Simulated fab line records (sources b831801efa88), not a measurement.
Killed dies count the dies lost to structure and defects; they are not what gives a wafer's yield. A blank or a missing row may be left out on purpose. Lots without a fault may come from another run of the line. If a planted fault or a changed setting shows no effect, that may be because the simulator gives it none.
Struck lot and sound lot, side by side -- flow sky130 -- 15 steps out of a route of 708
Sound: the wafers L859.1, L859.2, L859.3. Struck: wafer L851.3 (left out: L851.1, a lot-mate that was not struck); the cause follows at the end.
At each step with rows: each side's tool, then ch and its chambers, then its first start. Under that, the readings that differ: sound wafers -- struck wafers -- difference of the means -- sigmas: that difference in standard deviations of wafers without a fault.
alike: words and numbers the same on both sides, and readings whose means are apart by under 2 such deviations; not compared: readings that were withheld, readings missing a value for some wafer, numbers with overlapping values and no deviation given by the record, and bounds like >300 which may hide the same value.
The two part at a step that has a row with sigmas, a row that says differs or no value, or rows on one side only. Numbers that don't overlap but have no deviation are shown without sigmas and don't part them. Lack of a reading on every wafer of one side parts them only where that side has two or more wafers.

first, 8 steps without rows for these wafers: SKY_CONTACT_DEHYDRATE_06 (time 60 s); SKY_CONTACT_HMDS_07 (prime time 60 s); SKY_CONTACT_COAT_08 (resist thk 60 nm); SKY_CONTACT_COAT_09 (resist thk 450 nm); SKY_CONTACT_SOFTBAKE_10 (time 90 s); SKY_CONTACT_EXPOSE_11 (exposes mask CTM1, target cd 170 nm); SKY_CONTACT_PEB_12; SKY_CONTACT_DEVELOP_13 (develop time 60 s).
SKY_CONTACT_CD_MEAS_14: target cd 170 nm.
  sound on cdSem-02, day 38 05:55; struck on cdSem-02, day 36 02:32
  alike: cdNm
SKY_CONTACT_OVL_MEAS_15:
  sound on overlay-02, day 38 06:02; struck on overlay-01, day 36 02:39
  alike: CONTACT_OVL
SKY_CONTACT_ETCH_16: etches BARC in N2/H2, stops on SiO2, time 45.9 s, target depth 60 nm.
  sound on rieDiel-02 ch 0,1,2, day 38 06:04; struck on rieDiel-01 ch 2, day 36 02:41
reading,sound,struck,difference,sigmas
rfHoursCounterH (h),3 9 19,22,+12,
  alike: drypumpMotorCurrentA, oesProductAu, throttleValvePct
SKY_CONTACT_ETCH_17: etches SiO2 in C4F8/O2/Ar, stops on Si3N4, target depth 340 nm.
  sound on rieDiel-02 ch 0,1,2, day 38 06:07; struck on rieDiel-01 ch 2, day 36 02:44
  alike: oesProductAu
SKY_CONTACT_ETCH_18: etches Si3N4 in CHF3/O2, stops on TiN, time 39 s, target depth 75 nm.
  sound on rieDiel-02 ch 0,1,2, day 38 06:00; struck on rieDiel-01 ch 2, day 36 02:00
reading,sound,struck,difference,sigmas
rfHoursCounterH (h),3 9 19,22,+12,
model.KrF-thick_of_CONTACT_COAT_09.thkNm (nm),239.7 237.6 247.7,259.8,+18.1,
  alike: drypumpMotorCurrentA, oesProductAu, throttleValvePct
SKY_CONTACT_STRIP_19: strips in O2/N2.
  sound on plasmaAsher-01 ch 0,1, day 38 06:12; struck on plasmaAsher-01 ch 1, day 36 02:49
reading,sound,struck,difference,sigmas
stripTimeToEndpointS (s),3.59 3.56 3.67,3.80,+0.19,+6
  alike: drypumpMotorCurrentA, oesProductAu
  not compared: rfHoursCounterH
then, 1 step without rows for these wafers: SKY_CONTACT_STRIP_20 (strips in post etch residue remover, time 1200 s).

== WHERE THEY PART ==
SKY_CONTACT_STRIP_19 only, going by this record.

WHY: whatever the simulator had introduced
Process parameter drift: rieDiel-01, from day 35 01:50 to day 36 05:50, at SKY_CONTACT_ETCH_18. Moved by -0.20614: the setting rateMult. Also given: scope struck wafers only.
